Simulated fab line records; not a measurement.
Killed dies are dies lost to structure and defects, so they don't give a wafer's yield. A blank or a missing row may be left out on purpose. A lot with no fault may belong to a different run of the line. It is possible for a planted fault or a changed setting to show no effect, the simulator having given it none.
fab line records	flow sfq_line
record: lots: 6	wafers: 18	last_day: 100
route steps=325 shown M2@95 I2@103
lots untouched by any fault: they come from a run of this same line in which no faults occurred
start_h: hours from the record's opening day to when the first of the lot's shown wafers began	wait_h: hours since the lot's step before	" repeats the value in the row above	L1.1+2: one row covering several wafers at once	- no value, or no start given	* or withheld: withheld	< > ~ a bound
route shown NAME@n: NAME is a module with steps in the file, n the number in the route of the first one	usual: mean/standard deviation of fault-free wafers	same: alike in all rows	chamber/n: place in a boat	sites: per-site readings	_std_site: their standard deviation	_edge_site: mean of outer sites minus mean of inner sites	radius_mm: for every site, how far away it sits from the centre of the wafer	mask NAME#n: copy n	behind: tool/chamber where the wafer was last shaped	hold: cause of the lot's hold/its duration in hours/its outcome	device: transistor that didn't switch, given as n, p or np	end of line: tests of these same wafers at the route's end	a step given without rows: its recipe and nothing more	killed: dies lost to structure and defects at the first sort, not the wafer's yield	map: shows each die of a wafer: x if killed, . if not, _ if none is there
set.NAME: the run value of the setting; set.NAME@STEP: its run value at that earlier step	model.NAME: the simulator's own value behind a step, which no gauge read
lots at selected steps of the route; one table per step, one row per wafer
services: the hour from which a tool's chamber was out of use, counted from the record's first day as start_h (under 0 if before that day), plus the number of hours and why
== steps ==
step: SFQ_TRILAYER_M2_LITHO_EXPOSE_058
recipe: mask_id: M2	na: 0.6	source_shape: conventional	sigma_outer: 0.65	target_cd_nm: 500	dose_mj: 14.4
step: SFQ_TRILAYER_M2_LITHO_PEB_060
recipe: peb_temp_c: 115	peb_time_s: 60	resist: KrF
step: SFQ_TRILAYER_M2_LITHO_DEVELOP_059
recipe: time_s: 60	resist: KrF
step: SFQ_M2_OVL_MEAS_916
usual: M2_OVL: -3/5.3
lot.wafer	tool	chamber	start_h	wait_h	M2_OVL[nm]
L575.2	overlay-01	-	941.62	0.1	-4
L575.3	"	-	"	"	-2
L575.6	"	-	"	"	-3
L576.2	overlay-01	-	974.95	0.1	-4
L576.3	"	-	"	"	-3
L576.6	"	-	"	"	-5
L582.2	overlay-01	-	1036.28	0.1	-5
L582.4	"	-	"	"	-3
L582.6	"	-	"	"	3
L583.2	overlay-01	-	1042.28	0.1	2
L583.3	"	-	"	"	-2
L583.4	"	-	"	"	0
L591.1	overlay-02	-	1086.47	0.1	-7
L591.5	"	-	"	"	-15
L591.6	"	-	"	"	-16
L592.2	overlay-02	-	1114.00	0.1	-12
L592.3	"	-	"	"	-7
L592.6	"	-	"	"	-11
step: SFQ_TRILAYER_M2_BARC_OPEN_METAL_ETCH_077
recipe: mask_material: PR	chemistry: O2	target_depth_nm: 125	target: BARC	icp_w: 600	bias_w: 80	pressure_mtorr: 10	time_s: 41.7
step: SFQ_TRILAYER_M2_ETCH_METAL_ETCH_060
recipe: target: Nb	stop_on: SiO2	mask_material: PR	chemistry: Cl2/Ar	target_depth_nm: 240	icp_w: 600	bias_w: 80	pressure_mtorr: 10	time_s: 120
usual: bias_w: 80.01/0.25	drypump_motor_current_A: 5.9/0.48	oes_product_au: 0.892/0.0074
lot.wafer	tool	chamber	start_h	wait_h	bias_w	drypump_motor_current_A	oes_product_au	rf_hours_counter_h
L575.2	rie_metal-01	0	941.71	0.0	79.77	5.8	0.890	83
L575.3	"	1	"	"	79.79	5.5	0.892	-
L575.6	"	1	"	"	79.87	5.5	0.891	-
L576.2	rie_metal-04	0	975.04	0.0	80.22	6.7	0.909	44
L576.3	"	0	"	"	79.87	6.7	0.896	-
L576.6	"	0	"	"	80.58	6.7	0.906	-
L582.2	rie_metal-01	0	1036.37	0.0	79.74	5.9	0.882	93
L582.4	"	1	"	"	79.54	5.5	0.883	-
L582.6	"	0	"	"	80.30	5.9	0.893	-
L583.2	rie_metal-01	0	1042.37	0.0	79.85	5.9	0.903	94
L583.3	"	0	"	"	80.03	5.8	0.900	-
L583.4	"	1	"	"	79.95	5.5	0.890	-
L591.1	rie_metal-01	1	1086.56	0.0	80.30	5.5	0.890	65
L591.5	"	0	"	"	80.14	5.9	0.899	-
L591.6	"	1	"	"	80.02	5.5	0.897	-
L592.2	rie_metal-01	1	1114.09	0.0	79.82	5.5	0.907	69
L592.3	"	1	"	"	80.22	5.5	0.893	-
L592.6	"	1	"	"	80.44	5.5	0.896	-
step: SFQ_TRILAYER_M2_STRIP_STRIP_061
recipe: gas: O2	power_w: 200	platen_temp_c: 40	overash_fraction: 0.65	chemistry: O2	pressure_mtorr: 50
usual: drypump_motor_current_A: 5.9/0.48	oes_product_au: 1.001/0.0084
lot.wafer	tool	chamber	start_h	wait_h	drypump_motor_current_A	oes_product_au	rf_hours_counter_h
L575.2	rie_metal-01	0	941.83	0.1	5.9	1.003	83
L575.3	"	1	"	"	5.5	0.997	-
L575.6	"	1	"	"	5.5	0.999	-
L576.2	rie_metal-04	0	975.17	0.1	6.7	1.003	44
L576.3	"	0	"	"	6.7	0.998	-
L576.6	"	0	"	"	6.7	0.997	-
L582.2	rie_metal-01	0	1036.49	0.1	5.9	1.002	93
L582.4	"	1	"	"	5.5	0.999	-
L582.6	"	0	"	"	5.9	0.999	-
L583.2	rie_metal-01	0	1042.49	0.1	5.8	1.014	94
L583.3	"	0	"	"	5.9	1.002	-
L583.4	"	1	"	"	5.5	0.998	-
L591.1	rie_metal-01	1	1086.69	0.1	5.5	0.998	65
L591.5	"	0	"	"	5.9	0.998	-
L591.6	"	1	"	"	5.5	0.996	-
L592.2	rie_metal-01	1	1114.22	0.1	5.5	0.999	69
L592.3	"	1	"	"	5.5	1.005	-
L592.6	"	1	"	"	5.5	1.009	-
step: SFQ_TRILAYER_M2_STRIP_SOLV_CLEAN_062
recipe: chemistry: NMP	temp_c: 70	time_s: 600
step: SFQ_TRILAYER_I2_DEP_PECVD_063
recipe: material: SiO2	temp_c: 150	time_s: 111.11	pressure_torr: 2.4	rf_w: 183.3	precursor: SiH4/N2O	target_thk_nm: 500
usual: heater_power_outer_w: 28/7.9	heater_power_w: 84/14	susceptor_temp_C: 149.99/0.13	throttle_valve_pct: 24.8/1.2
lot.wafer	tool	chamber	start_h	wait_h	heater_power_outer_w	heater_power_w	susceptor_temp_C	throttle_valve_pct
L575.2	pecvd-03	1	942.61	0.0	26	78	149.85	24.0
L575.3	"	2	"	"	28	96	149.67	25.9
L575.6	"	1	"	"	29	83	149.80	24.4
L576.2	pecvd-01	2	975.94	0.0	33	85	149.97	25.2
L576.3	"	1	"	"	32	83	150.21	24.9
L576.6	"	0	"	"	31	92	150.01	25.9
L582.2	pecvd-03	1	1037.27	0.0	32	87	150.32	24.1
L582.4	"	1	"	"	19	70	150.12	24.1
L582.6	"	0	"	"	27	89	149.93	26.4
L583.2	pecvd-02	1	1043.27	0.0	20	60	150.15	23.3
L583.3	"	0	"	"	15	67	150.22	23.7
L583.4	"	2	"	"	38	98	150.06	23.4
L591.1	pecvd-03	0	1087.46	0.0	33	99	150.10	26.6
L591.5	"	1	"	"	28	79	149.92	24.2
L591.6	"	2	"	"	32	102	150.06	25.7
L592.2	pecvd-01	2	1114.99	0.0	33	85	149.97	25.6
L592.3	"	1	"	"	33	83	149.93	25.5
L592.6	"	0	"	"	29	87	149.99	26.0
step: SFQ_TRILAYER_I2_CMP_CMP_064
recipe: material: SiO2	down_force_psi: 3	platen_rpm: 60	pad_velocity_m_s: 0.94248
usual: motor_current_A: 10.5/0.74	time_to_endpoint_s: 216/7.5
lot.wafer	tool	chamber	start_h	wait_h	motor_current_A	time_to_endpoint_s
L575.2	cmp-01	2	944.50	1.9	9.8	213
L575.3	"	0	945.50	2.9	9.8	227
L575.6	"	3	947.00	4.3	10.3	213
L576.2	cmp-02	2	976.66	0.7	10.2	213
L576.3	"	0	977.66	1.7	10.1	228
L576.6	"	2	978.66	2.6	10.6	223
L582.2	cmp-01	1	1038.73	1.4	11.3	218
L582.4	"	2	"	"	9.5	220
L582.6	"	1	1040.73	3.4	11.3	217
L583.2	cmp-01	0	1043.34	0.0	9.7	204
L583.3	"	1	"	"	10.9	217
L583.4	"	3	1044.84	1.5	9.7	209
L591.1	cmp-02	0	1098.44	10.9	10.7	219
L591.6	"	1	"	"	10.4	214
L591.5	"	2	"	"	10.5	213
L592.3	cmp-02	1	1115.57	0.5	10.3	209
L592.2	"	2	"	"	9.9	210
L592.6	"	0	1117.07	2.0	10.3	232
step: SFQ_I2_BOW_MEAS_917
recipe: mode: bow
usual: I2_BOW: 4/8.2
lot.wafer	tool	chamber	start_h	wait_h	I2_BOW[um]
L575.2	film_metro-01	-	947.52	2.5	-2
L575.3	"	-	"	"	8
L575.6	"	-	"	"	-2
L576.2	film_metro-03	-	979.68	2.5	12
L576.3	"	-	"	"	4
L576.6	"	-	"	"	8
L582.2	film_metro-01	-	1041.75	2.5	5
L582.4	"	-	"	"	8
L582.6	"	-	"	"	-1
L583.2	film_metro-02	-	1046.36	2.5	9
L583.3	"	-	"	"	0
L583.4	"	-	"	"	-10
L591.1	film_metro-02	-	1099.94	1.0	-18
L591.5	"	-	"	"	-6
L591.6	"	-	"	"	-9
L592.2	film_metro-01	-	1118.09	1.5	3
L592.3	"	-	"	"	5
L592.6	"	-	"	"	6
step: SFQ_TRILAYER_I2_METRO_MEASURE_065
step: SFQ_TRILAYER_I2_VIA_LITHO_COAT_072
recipe: resist: BARC	spin_rpm: 3000	resist_thk_nm: 62
usual: spin_speed_rpm: 3000.3/2
lot.wafer	tool	chamber	start_h	wait_h	spin_speed_rpm	model.BARC_of_TRILAYER_I2_VIA_LITHO_COAT_072.thk_nm
L575.2	litho_track-02	0	948.87	0.8	3002.2	57.18
L575.3	"	0	"	"	3001.2	57.28
L575.6	"	0	"	"	2997.5	57.28
L576.2	litho_track-02	0	981.03	0.8	3005.7	56.98
L576.3	"	0	"	"	3002.8	57.2
L576.6	"	0	"	"	3000.8	57.28
L582.2	litho_track-02	0	1043.10	0.8	2999.1	61.87
L582.4	"	0	"	"	3000.4	61.96
L582.6	"	0	"	"	3000.8	61.95
L583.2	litho_track-02	0	1047.71	0.8	2997.4	62
L583.3	"	0	"	"	2999.0	62.05
L583.4	"	0	"	"	3000.9	62.09
L591.1	litho_track-04	0	1101.26	1.0	3002.1	61.78
L591.5	"	0	"	"	3000.3	61.81
L591.6	"	0	"	"	2996.6	61.8
L592.2	litho_track-02	0	1119.44	0.8	3002.1	62.34
L592.3	"	0	"	"	3000.7	62.06
L592.6	"	0	"	"	2999.2	62.11
step: SFQ_TRILAYER_I2_VIA_LITHO_COAT_067
recipe: resist: KrF	spin_rpm: 3000	resist_thk_nm: 650
step: SFQ_TRILAYER_I2_VIA_LITHO_SOFTBAKE_071
recipe: temp_c: withheld	time_s: withheld	resist: KrF
step: SFQ_TRILAYER_I2_VIA_LITHO_EXPOSE_068
recipe: mask_id: I2	na: 0.6	source_shape: conventional	sigma_outer: 0.65	target_cd_nm: 500	dose_mj: 21.3
step: SFQ_TRILAYER_I2_VIA_LITHO_PEB_070
recipe: peb_temp_c: 115	peb_time_s: 60	resist: KrF
step: SFQ_TRILAYER_I2_VIA_LITHO_DEVELOP_069
recipe: time_s: 60	resist: KrF
step: SFQ_I2_OVL_MEAS_918
usual: I2_OVL: 0/5.4
lot.wafer	tool	chamber	start_h	wait_h	I2_OVL[nm]
L575.2	overlay-01	-	1097.20	0.1	9
L575.3	"	-	"	"	1
L575.6	"	-	"	"	5
L576.2	overlay-01	-	1131.40	0.1	1
L576.3	"	-	"	"	0
L576.6	"	-	"	"	3
L582.2	overlay-01	-	1188.04	0.1	-6
L582.4	"	-	"	"	1
L582.6	"	-	"	"	-1
L583.2	overlay-02	-	1192.84	0.1	5
L583.3	"	-	"	"	2
L583.4	"	-	"	"	1
L591.1	overlay-01	-	1244.56	0.1	-3
L591.5	"	-	"	"	-12
L591.6	"	-	"	"	1
L592.2	overlay-01	-	1264.96	0.1	-2
L592.3	"	-	"	"	0
L592.6	"	-	"	"	7
step: SFQ_TRILAYER_I2_VIA_BARC_OPEN_VIA_ETCH_096
recipe: mask_material: PR	chemistry: O2	target_depth_nm: 125	target: BARC	source_w: 500	bias_w: 80	pressure_mtorr: 30	time_s: 41.7
usual: bias_w: 79.98/0.22	drypump_motor_current_A: 5.8/0.5	oes_product_au: 0.685/0.0046
lot.wafer	tool	chamber	start_h	wait_h	bias_w	drypump_motor_current_A	oes_product_au	rf_hours_counter_h	model.etch.depth_nm
L575.2	rie_diel-03	3	1097.23	0.0	79.80	5.1	0.661	4	57.18
L575.3	"	1	"	"	79.81	6.5	0.662	6	57.28
L575.6	"	1	"	"	79.95	6.5	0.663	-	57.28
L576.2	rie_diel-03	2	1131.43	0.0	79.73	5.4	0.660	5	56.98
L576.3	"	1	"	"	79.72	6.4	0.665	7	57.2
L576.6	"	1	"	"	79.69	6.5	0.662	-	57.28
L582.2	rie_diel-01	0	1188.07	0.0	79.98	5.9	0.687	8	61.87
L582.4	"	0	"	"	79.97	5.9	0.681	-	61.96
L582.6	"	3	"	"	80.23	5.2	0.686	-	61.95
L583.2	rie_diel-02	1	1192.87	0.0	79.80	5.6	0.684	8	62
L583.3	"	0	"	"	79.86	6.7	0.679	6	62.05
L583.4	"	3	"	"	80.15	5.5	0.683	11	62.09
L591.1	rie_diel-01	3	1244.59	0.0	79.83	5.2	0.683	12	61.78
L591.5	"	3	"	"	80.37	5.2	0.692	-	61.81
L591.6	"	0	"	"	79.79	5.9	0.686	-	61.8
L592.2	rie_diel-01	3	1264.99	0.0	79.88	5.2	0.690	12	62.34
L592.3	"	2	"	"	79.95	5.4	0.688	11	62.06
L592.6	"	0	"	"	79.98	5.9	0.676	-	62.11
step: SFQ_TRILAYER_I2_VIA_ETCH_VIA_ETCH_070
recipe: target: SiO2	stop_on: Nb	mask_material: PR	taper_deg: 20	chemistry: CHF3	target_depth_nm: 260	source_w: 500	bias_w: 80	pressure_mtorr: 30	time_s: withheld
usual: bias_w: 80.01/0.25	drypump_motor_current_A: 5.8/0.49	oes_product_au: 0.854/0.0058
lot.wafer	tool	chamber	start_h	wait_h	bias_w	drypump_motor_current_A	oes_product_au
L575.2	rie_diel-03	3	1097.27	0.0	80.25	5.1	0.850
L575.3	"	1	"	"	79.92	6.5	0.857
L575.6	"	1	"	"	80.20	6.5	0.856
L576.2	rie_diel-03	2	1131.47	0.0	79.55	5.5	0.862
L576.3	"	1	"	"	80.06	6.5	0.861
L576.6	"	1	"	"	79.62	6.5	0.856
L582.2	rie_diel-01	0	1188.11	0.0	80.79	5.9	0.850
L582.4	"	0	"	"	80.23	5.9	0.849
L582.6	"	3	"	"	79.59	5.2	0.854
L583.2	rie_diel-02	1	1192.91	0.0	80.13	5.6	0.846
L583.3	"	0	"	"	80.32	6.7	0.854
L583.4	"	3	"	"	80.00	5.5	0.847
L591.1	rie_diel-01	3	1244.63	0.0	80.17	5.2	0.854
L591.5	"	3	"	"	80.14	5.2	0.856
L591.6	"	0	"	"	79.70	5.9	0.849
L592.2	rie_diel-01	3	1265.03	0.0	80.30	5.2	0.849
L592.3	"	2	"	"	80.27	5.4	0.851
L592.6	"	0	"	"	79.64	5.9	0.850
== services ==
tool	chamber	start_h	hours	kind
cmp-02	-	936.20	5.1	repair
cmp-02	-	960.32	2.1	repair
cmp-02	-	964.69	3.0	repair
cmp-02	-	1004.97	1.7	repair
cmp-02	-	1055.29	0.4	repair
cmp-02	-	1064.85	3.3	pm
cmp-01	-	1086.29	4.0	pm
rie_diel-03	2	1099.24	8.4	repair
cmp-02	-	1103.49	1.5	repair
pecvd-03	-	1104.00	2.8	pm
cmp-02	-	1113.84	0.3	repair
rie_diel-01	1	1144.31	11.6	repair
cmp-02	-	1148.58	1.0	repair
cmp-02	-	1153.76	0.6	repair
rie_diel-01	2	1164.03	30.1	repair
cmp-01	-	1172.09	3.1	repair
cmp-02	-	1179.80	6.4	repair
cmp-02	-	1195.62	11.4	pm
rie_diel-03	0	1198.97	5.4	repair
rie_diel-03	0	1207.74	8.6	repair
cmp-02	-	1208.89	2.4	repair
rie_metal-01	1	1224.95	38.9	repair
cmp-02	-	1234.66	0.8	repair
rie_diel-01	2	1240.52	7.3	repair
== key ==
first_sign: step: SFQ_TRILAYER_I2_VIA_BARC_OPEN_VIA_ETCH_096	reading: oes_product_au	direction: down	sigmas: 4.9	usual: 0.685	struck: 0.662
effect none on later readings
model_effect: step: SFQ_TRILAYER_I2_VIA_LITHO_COAT_072	value: BARC_of_TRILAYER_I2_VIA_LITHO_COAT_072.thk_nm	without: 62.05	struck: 57.2
model_effect: step: SFQ_TRILAYER_I2_VIA_BARC_OPEN_VIA_ETCH_096	value: etch.depth_nm	without: 62.05	struck: 57.2
met_at SFQ_TRILAYER_I2_VIA_LITHO_COAT_072
struck_wafers L575.2,L575.3,L575.6,L576.2,L576.3,L576.6
also_fits SFQ_TRILAYER_I2_VIA_BARC_OPEN_VIA_ETCH_096:rie_diel-03
fault: kind: process_parameter_drift	tool: litho_track-02	chamber: -	onset_h: 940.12	steps: SFQ_TRILAYER_I2_VIA_LITHO_COAT_072	channel: resist_thk_nm	offset: -4.847	shape: step	end_h: 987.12	acts_in: these_recipes_only	stated: 62
